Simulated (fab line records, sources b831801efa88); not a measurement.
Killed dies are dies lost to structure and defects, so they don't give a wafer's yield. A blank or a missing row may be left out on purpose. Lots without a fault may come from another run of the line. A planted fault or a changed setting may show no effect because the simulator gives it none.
A struck lot beside a sound one | flow sky130 | 14 steps out of a route of 708
Sound: wafers L542.2, L542.4, L542.5. Struck: wafers L547.1, L547.2, L547.3. The cause comes at the end.
At each step with rows: each side's tool, then ch and its chambers, then its first start. Under that, the readings that differ: sound wafers | struck wafers | difference of the means | sigmas: that difference in standard deviations of wafers without a fault.
alike: readings whose means differ by less than 2 such deviations, and words and numbers that are the same on both sides. not compared: withheld readings, readings that some wafer has no value for, bounds like >300 that may hide the same value, and numbers for which the record gives no deviation and whose values overlap.
The two part at a step that has a row with sigmas, a row that says differs or no value, or rows on one side only. Numbers that don't overlap but have no deviation are shown without sigmas and don't part them. A reading that every wafer of one side lacks parts them only if that side has two wafers or more.

first, 2 steps without rows for these wafers: SKY_RES_PROTECT_DEVELOP_06 (develop time 60 s); SKY_POLY_GATE_IMPLANT_02.
SKY_RES_PROTECT_STRIP_07: strips in O2/N2.
  sound on plasma_asher-04 ch 1, day 17 03:29; struck on plasma_asher-04 ch 0,1, day 19 00:21
  alike: chamber_pressure_mTorr, drypump_motor_current_A, oes_product_au, strip_time_to_endpoint_s
  not compared: rf_hours_counter_h
SKY_RES_PROTECT_TW_MEAS_08:
  sound on film_metro-03, day 17 03:35; struck on film_metro-04, day 19 00:27
  reading      | sound          | struck         | difference | sigmas
  POLY_GATE_TW | 4009 3997 4004 | 4099 4112 4106 | +102       | +2
then, 2 steps without rows for these wafers: SKY_RES_PROTECT_CLEAN_09 (cleans in SC1/SC2, time 150 s); SKY_POLY_GATE_CVD_03 (deposits Si3N4 from DCS/NH3, target thk 75 nm, time 1290 s).
SKY_POLY_GATE_THK_MEAS_04:
  sound on film_metro-02, day 17 05:04; struck on film_metro-02, day 19 02:53
  reading                   | sound          | struck         | difference | sigmas
  POLY_GATE_CVD_03_THK (nm) | 74.5 74.1 73.7 | 76.3 76.1 76.0 | +2.0       | +2
then, 5 steps without rows for these wafers: SKY_POLY_GATE_DEHYDRATE_05 (time 60 s); SKY_POLY_GATE_HMDS_06 (prime time 60 s); SKY_POLY_GATE_COAT_07 (resist thk 110 nm); SKY_POLY_GATE_COAT_08 (resist thk 450 nm); SKY_POLY_GATE_SOFTBAKE_09 (time 90 s).
SKY_POLY_GATE_EXPOSE_10: exposes mask P1M, target cd 150 nm.
  sound on krf_scanner-02 ch 0, day 17 20:01; struck on krf_scanner-02, day 19 18:58
  no value came back on the struck wafers for exposure_dose_mJ_cm2, focus_offset_nm (nm); on the sound wafers exposure_dose_mJ_cm2 reads 27.818 27.826 27.814
  alike: mask
then, 1 step without rows for these wafers: SKY_POLY_GATE_PEB_11.

WHERE THEY PART
First at SKY_RES_PROTECT_TW_MEAS_08; last, within this record, at SKY_POLY_GATE_EXPOSE_10.

WHY: what the simulator had put in
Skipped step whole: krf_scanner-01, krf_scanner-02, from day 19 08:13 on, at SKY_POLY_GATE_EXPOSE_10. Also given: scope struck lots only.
